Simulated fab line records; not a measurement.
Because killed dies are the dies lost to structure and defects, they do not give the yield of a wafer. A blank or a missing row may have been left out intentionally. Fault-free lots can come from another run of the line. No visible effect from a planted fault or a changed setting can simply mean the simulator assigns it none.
A single fault, viewed from 2 desks	flow gf180mcu	each desk holds nothing but its own numbers, with what lay behind them at the end

METROLOGY DESK
What the gauges read, lot by lot, whatever tool the lot ran on: means of the sampled wafers that have a number. The brackets show how far a lot's mean lies from the usual mean; more than 4 standard deviations puts the lot out of limits, marked OUT.
Columns: A = STI_OXIDATION_01_THK at GF_STI_THK_MEAS_22, usual 15.0 nm; B = MVPSD_TW at GF_MVPSD_TW_MEAS_11, usual 556.0
lot	first seen here	A	B
L855	day 2 03:40	15.3	554.9
L856	day 2 07:47	15.3	558.0
L857	day 2 16:52	14.6	554.4
L860	day 3 07:07	15.2	554.0
L861	day 3 11:02	14.8	553.7
L862	day 3 19:49	15.5	557.4
L863	day 3 23:20	15.0	555.2
L865	day 4 06:39	14.7	556.2
L867	day 4 17:12	15.3	557.0
L875	day 6 09:34	14.6	556.6
L876	day 6 15:47	14.9	559.4
L877	day 6 21:04	14.9	559.4
L878	day 7 05:05	15.2	558.2
This desk's finding: nothing out of limits on any of the 13 lots.

TOOL OWNER'S DESK, rieSi-02
The tool's own readings at GF_STI_ETCH_14 (etches Si in HBr/Cl2/O2, target depth 360 nm, time 102.9 s): means of the sampled wafers that have a number, for each lot that ran on this tool. The brackets show how far a lot's mean lies from the usual mean; more than 4 standard deviations puts the lot out of limits, marked OUT.
Columns: A = HBr_flow_sccm at GF_STI_ETCH_14, usual 150.0 sccm; B = drypumpMotorCurrentA at GF_STI_ETCH_14, usual 5.7 A; C = oesProductAu at GF_STI_ETCH_14, usual 0.999 a.u.; D = rfFwdPowerW at GF_STI_ETCH_14, usual 596.9 W; E = runLengthS at GF_STI_ETCH_14, usual 131.1 s; F = throttleValvePct at GF_STI_ETCH_14, usual 25.657 %
lot	first seen here	A	B	C	D	E	F
L855	day 2 01:49	150.1	5.3	0.995	595.8	131.3	25.665
L860	day 3 03:49	149.8	5.7	1.005	598.2	131.3	25.651
L861	day 3 09:00	149.9	6.0	1.007	595.8	130.9	25.667
L862	day 3 17:25	149.6	6.0	0.995	594.5	133.3 (+4.3) OUT	25.652
L863	day 3 20:57	149.8	5.8	1.004	596.1	133.2 (+4.1) OUT	25.656
L867	day 4 14:55	150.4	6.0	0.996	595.8	134.4 (+6.7) OUT	25.646
L878	day 7 01:01	150.3	6.0	0.995	595.0	130.7	25.653
This desk's finding: out of limits on L862, L863, L867; first on L862, day 3 17:25 (runLengthS at GF_STI_ETCH_14). In limits: L855, L860, L861, L878.

ALL TOGETHER
At day 3 17:25, on L862, L863, L867, the tool owner's desk was in a position to raise an alarm.
From the metrology desk's view, nothing was out of limits.
The metrology desk has L862, L863, L867 on record, within its limits.
All the named lots went through GF_STI_ETCH_14 on rieSi-02.

WHAT WAS PUT IN BY THE SIMULATOR
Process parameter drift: rieSi-02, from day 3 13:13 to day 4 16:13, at GF_STI_ETCH_14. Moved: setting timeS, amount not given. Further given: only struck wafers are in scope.
Lots struck among those shown: L862, L863, L867.
Each desk's first reading out of limits, in hours after the fault started: the tool owner's desk, 4.
